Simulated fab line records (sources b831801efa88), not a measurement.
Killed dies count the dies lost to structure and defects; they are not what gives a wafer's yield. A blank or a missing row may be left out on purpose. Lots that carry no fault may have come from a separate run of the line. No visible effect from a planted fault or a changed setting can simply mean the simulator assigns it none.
The same fault as seen by 2 desks :: flow sky130 :: each desk holds nothing but its own numbers, with what lay behind them at the end

## METROLOGY DESK
Lot by lot, what the gauges showed, no matter which tool ran the lot: averages of those sampled wafers that carry a number. A lot is out of limits, marked OUT, if its mean lies more than 4 standard deviations from the usual mean; the brackets give that distance.
Columns: A = METAL1_ALCU_RS at SKY_METAL1_RS_MEAS_05, usual 0.1271 ohm/sq
lot: L613
first seen here: day 32 16:49
A: 0.1266

lot: L616
first seen here: day 34 06:36
A: 0.1270

lot: L617
first seen here: day 34 12:44
A: 0.1270

lot: L619
first seen here: day 35 03:22
A: 0.1253

lot: L620
first seen here: day 35 18:19
A: 0.1266

lot: L623
first seen here: day 36 04:55
A: 0.1277

lot: L625
first seen here: day 36 07:43
A: 0.1263

lot: L624
first seen here: day 36 12:05
A: 0.1258

lot: L626
first seen here: day 36 23:53
A: 0.1269

lot: L631
first seen here: day 38 01:32
A: 0.1251

lot: L632
first seen here: day 38 10:07
A: 0.1292
This desk's verdict: no lot among the 11 shows anything out of limits.

## THE TOOL OWNER'S DESK: pvdSputter-04
The tool's own readings at SKY_METAL1_SPUTTER_00 (material Ti, target thk 15 nm, time 10 s): means of the sampled wafers that have a number, for each lot that ran on this tool. A lot is out of limits, marked OUT, if its mean lies more than 4 standard deviations from the usual mean; the brackets give that distance.
Columns: A = throttleValvePct at SKY_METAL1_SPUTTER_00, usual 29.9 %
lot: L613
first seen here: day 32 16:38
A: 28.6

lot: L616
first seen here: day 34 06:27
A: 29.6

lot: L617
first seen here: day 34 12:36
A: 29.7

lot: L620
first seen here: day 35 18:08
A: 28.6

lot: L632
first seen here: day 38 09:59
A: 28.9
This desk's verdict: no lot among the 5 shows anything out of limits.

## PUT TOGETHER
Nothing out of limits was seen by the metrology desk.
The tool owner's desk saw nothing out of limits.

## WHAT HAD BEEN PUT IN BY THE SIMULATOR
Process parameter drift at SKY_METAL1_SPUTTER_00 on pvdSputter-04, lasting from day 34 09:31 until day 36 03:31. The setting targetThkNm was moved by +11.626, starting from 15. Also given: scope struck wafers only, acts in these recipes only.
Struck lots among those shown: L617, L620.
